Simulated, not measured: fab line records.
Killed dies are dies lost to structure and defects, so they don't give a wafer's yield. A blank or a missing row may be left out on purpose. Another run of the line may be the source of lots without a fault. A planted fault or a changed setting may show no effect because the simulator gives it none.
Which tool was responsible?    flow gf180mcu    Sampling: 12 lots, 36 wafers, 5 of 602 route steps

== WHAT EACH GAUGE READ, for each wafer ==
GF_TOP_METAL_CD_MEAS_14 targets a cd of 440 nm. Usual: cd-nm reads 440.1 nm (standard deviation 2).
lot   measured      on         cd-nm (nm)         flag
L436  day 28 07:25  cd-sem-02  440.3 438.6 441.8  
L438  day 28 19:42  cd-sem-01  437.2 437.3 434.9  
L441  day 29 10:36  cd-sem-02  438.3 438.0 440.8  
L442  day 30 00:42  cd-sem-02  440.8 438.3 440.5  
L443  day 30 06:41  cd-sem-02  442.8 439.5 441.3  
L444  day 30 18:47  cd-sem-02  440.2 439.6 440.8  
L445  day 30 19:05  cd-sem-02  442.1 441.2 441.3  
L449  day 32 02:04  cd-sem-02  438.5 440.0 437.7  
L450  day 32 10:26  cd-sem-02  439.5 440.4 440.2  
L451  day 32 17:14  cd-sem-01  442.1 442.5 443.6  
L456  day 33 13:35  cd-sem-02  438.0 438.1 439.1  
L458  day 34 01:11  cd-sem-01  440.8 441.4 440.9  

GF_PASSIVATION_THK_MEAS_03. Usual: for PASSIVATION_CVD_02_THK the level is 700 nm and the standard deviation is 8.9.
lot   measured      on             PASSIVATION_CVD_02_THK (nm)  flag
L436  day 28 08:45  film-metro-01  692 715 699                  
L438  day 28 21:01  film-metro-03  701 710 720                  
L441  day 29 11:55  film-metro-01  696 704 694                  
L442  day 30 02:05  film-metro-03  694 709 704                  
L443  day 30 07:59  film-metro-02  697 709 710                  
L444  day 30 20:08  film-metro-01  688 690 701                  
L445  day 30 20:38  film-metro-03  698 693 710                  
L449  day 32 03:22  film-metro-03  541 705 706                  OFF
L450  day 32 11:49  film-metro-01  693 691 535                  OFF
L451  day 32 18:40  film-metro-01  699 693 536                  OFF
L456  day 33 14:53  film-metro-01  704 709 710                  
L458  day 34 02:34  film-metro-02  676 704 697                  

== WHICH TOOL RAN EACH LOT (tool, then ch and the chambers of the sampled wafers, then the start) ==
lot   GF_M4_SPUTTER_02              GF_M4_SPUTTER_03              GF_PASSIVATION_CVD_02
L436  pvd-sputter-03, day 22 15:41  pvd-sputter-03, day 22 15:43  pecvd-02 ch 0,2, day 28 08:26
L438  pvd-sputter-03, day 23 06:52  pvd-sputter-03, day 23 06:54  pecvd-02 ch 0,2, day 28 20:43
L441  pvd-sputter-02, day 24 01:36  pvd-sputter-02, day 24 01:38  pecvd-01 ch 1,2, day 29 11:37
L442  pvd-sputter-02, day 24 18:14  pvd-sputter-02, day 24 18:16  pecvd-03 ch 0,1,2, day 30 01:47
L443  pvd-sputter-02, day 25 00:39  pvd-sputter-02, day 25 00:41  pecvd-03 ch 0,2, day 30 07:42
L444  pvd-sputter-03, day 25 10:44  pvd-sputter-03, day 25 10:46  pecvd-01 ch 1,2, day 30 19:50
L445  pvd-sputter-03, day 25 13:32  pvd-sputter-03, day 25 13:34  pecvd-02 ch 0,1, day 30 20:12
L449  pvd-sputter-03, day 27 01:29  pvd-sputter-03, day 27 01:31  pecvd-01 ch 0,1,2, day 32 03:11
L450  pvd-sputter-02, day 27 13:54  pvd-sputter-02, day 27 13:56  pecvd-01 ch 0,1,2, day 32 11:31
L451  pvd-sputter-04, day 27 21:17  pvd-sputter-04, day 27 21:19  pecvd-01 ch 0,1,2, day 32 18:22
L456  pvd-sputter-02, day 28 21:41  pvd-sputter-02, day 28 21:43  pecvd-03 ch 0,2, day 33 14:36
L458  pvd-sputter-02, day 29 11:20  pvd-sputter-02, day 29 11:22  pecvd-02 ch 0,1, day 34 02:16
- GF_M4_SPUTTER_02: material AlCu, target thk 450 nm, time 23.9 s.
- GF_M4_SPUTTER_03: material Ti, target thk 10 nm, time 6.7 s.
- GF_PASSIVATION_CVD_02: deposits Si3N4, target thk 700 nm, time 486.18 s.

== AS READ BY THE TOOLS THEMSELVES (means over the sampled wafers that have a number; for cases with no such wafer, the mark the record gives instead) ==
GF_M4_SPUTTER_02. Usual: chamber-pressure-pa 0.4000 Pa, standard deviation 0.00083; throttle-valve-pct 29.4 %, standard deviation 1.1.
lot   tool            chamber-pressure-pa (Pa)  throttle-valve-pct (%)  flag
L436  pvd-sputter-03  0.3998                    29.1                    
L438  pvd-sputter-03  0.4001                    28.5                    
L441  pvd-sputter-02  0.3988                    30.3                    
L442  pvd-sputter-02  0.4001                    30.3                    
L443  pvd-sputter-02  0.3998                    30.5                    
L444  pvd-sputter-03  0.3998                    29.0                    
L445  pvd-sputter-03  0.3997                    28.5                    
L449  pvd-sputter-03  0.4000                    29.6                    
L450  pvd-sputter-02  0.4002                    29.5                    
L451  pvd-sputter-04  0.4008                    28.1                    
L456  pvd-sputter-02  0.3996                    29.9                    
L458  pvd-sputter-02  0.3998                    30.3                    

GF_M4_SPUTTER_03. Usual: chamber-pressure-pa 0.3001 Pa, standard deviation 0.00059; throttle-valve-pct 29.4 %, standard deviation 1.
lot   tool            chamber-pressure-pa (Pa)  throttle-valve-pct (%)  flag
L436  pvd-sputter-03  0.3003                    29.0                    
L438  pvd-sputter-03  0.2996                    28.5                    
L441  pvd-sputter-02  0.2992                    30.6                    
L442  pvd-sputter-02  0.3003                    29.9                    
L443  pvd-sputter-02  0.2995                    30.5                    
L444  pvd-sputter-03  0.2999                    29.1                    
L445  pvd-sputter-03  0.3006                    28.5                    
L449  pvd-sputter-03  0.3006                    29.6                    
L450  pvd-sputter-02  0.3001                    29.5                    
L451  pvd-sputter-04  0.2998                    28.3                    
L456  pvd-sputter-02  0.3001                    29.7                    
L458  pvd-sputter-02  0.2997                    30.3                    

GF_PASSIVATION_CVD_02. Usual: heater-power-w reads 703 W (standard deviation 68).
lot   tool      heater-power-w (W)  flag
L436  pecvd-02  683                 
L438  pecvd-02  705                 
L441  pecvd-01  624                 
L442  pecvd-03  733                 
L443  pecvd-03  707                 
L444  pecvd-01  640                 
L445  pecvd-02  657                 
L449  pecvd-01  687                 
L450  pecvd-01  687                 
L451  pecvd-01  716                 
L456  pecvd-03  696                 
L458  pecvd-02  730                 

== THE ANSWER, worked out from the rows above alone ==
Rule: take the mean of a lot's wafers that have a number; if it is more than 3 standard deviations from the usual mean, the lot is off. A lot without any number at a reading at which 4 lots or more have one is off too. Any other lot the step has rows for is counted as sound. Order of review: gauges by route order, followed by the tools' own readings, for which a lot's mean as printed above is used. The first step at which some lot is off is used, and at that step the reading that is off furthest; a lot without a number counts as furthest.
Off: L449, L450, L451, seen at GF_PASSIVATION_THK_MEAS_03 (PASSIVATION_CVD_02_THK).
A tool fits if, at a process step before that reading, it ran every lot that is off, and no sound lot after the first of them. Those tools and the gauges at GF_PASSIVATION_THK_MEAS_03 are tried in the same way. One fits: GF_PASSIVATION_CVD_02 on pecvd-01. A fault onset in the window from L444 (day 30 19:50, its last sound lot) to L449 (day 32 03:11, its first lot off) fits.

== WHAT THE SIMULATOR HAD INSERTED ==
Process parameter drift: pecvd-01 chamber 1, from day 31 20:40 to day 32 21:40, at GF_PASSIVATION_CVD_02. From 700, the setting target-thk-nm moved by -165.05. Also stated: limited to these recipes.
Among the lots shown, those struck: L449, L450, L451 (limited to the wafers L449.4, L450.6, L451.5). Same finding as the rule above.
